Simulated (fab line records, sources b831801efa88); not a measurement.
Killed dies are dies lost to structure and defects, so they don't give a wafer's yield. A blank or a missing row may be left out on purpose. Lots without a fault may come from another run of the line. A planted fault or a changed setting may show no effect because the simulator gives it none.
Which tool did it? | flow sky130 | 11 lots, 33 wafers sampled, at 1 step of a route of 708

WHAT THE GAUGES READ, wafer by wafer
SKY_VIA3_OVL_MEAS_13. Usual: VIA3_OVL 6 nm, standard deviation 5.
lot  | measured     | on         | VIA3_OVL (nm) | flag
L975 | day 39 06:05 | overlay-01 | 11 9 20       |
L977 | day 40 13:08 | overlay-02 | 15 4 2        |
L979 | day 40 19:20 | overlay-02 | 7 4 10        |
L980 | day 41 04:47 | overlay-01 | 8 7 8         |
L981 | day 41 15:20 | overlay-01 | 3 9 5         |
L982 | day 41 21:08 | overlay-02 | 10 -1 8       |
L987 | day 42 23:35 | overlay-02 | 10 2 4        |
L986 | day 43 01:05 | overlay-02 | 6 -2 2        |
L990 | day 44 04:20 | overlay-02 | 4 0 6         |
L995 | day 45 18:29 | overlay-01 | 5 7 3         |
L998 | day 46 04:36 | overlay-02 | 5 -2 -9       |

WHICH TOOL RAN EACH LOT (tool, then ch and the chambers of the sampled wafers, then the start)
The record holds no process step before these readings.

WHAT THE TOOLS THEMSELVES READ (means of the sampled wafers that have a number; where no wafer has one, the mark that the record gives instead)
The record holds no such reading with a usual standard deviation.

THE ANSWER, worked out from the rows above alone
Rule: a lot is off if the mean of its wafers that have a number lies more than 3 standard deviations from the usual mean. A lot without any number at a reading at which 4 lots or more have one is off too. The other lots that the step has rows for count as sound. The gauges are gone through in route order, then the tools' own readings, and for those a lot's mean is taken as printed above. The first step at which some lot is off is used, and at that step the reading that is off furthest; a lot without a number counts as furthest.
No lot is off at any reading shown: from this, nothing can be told.

WHAT THE SIMULATOR HAD PUT IN
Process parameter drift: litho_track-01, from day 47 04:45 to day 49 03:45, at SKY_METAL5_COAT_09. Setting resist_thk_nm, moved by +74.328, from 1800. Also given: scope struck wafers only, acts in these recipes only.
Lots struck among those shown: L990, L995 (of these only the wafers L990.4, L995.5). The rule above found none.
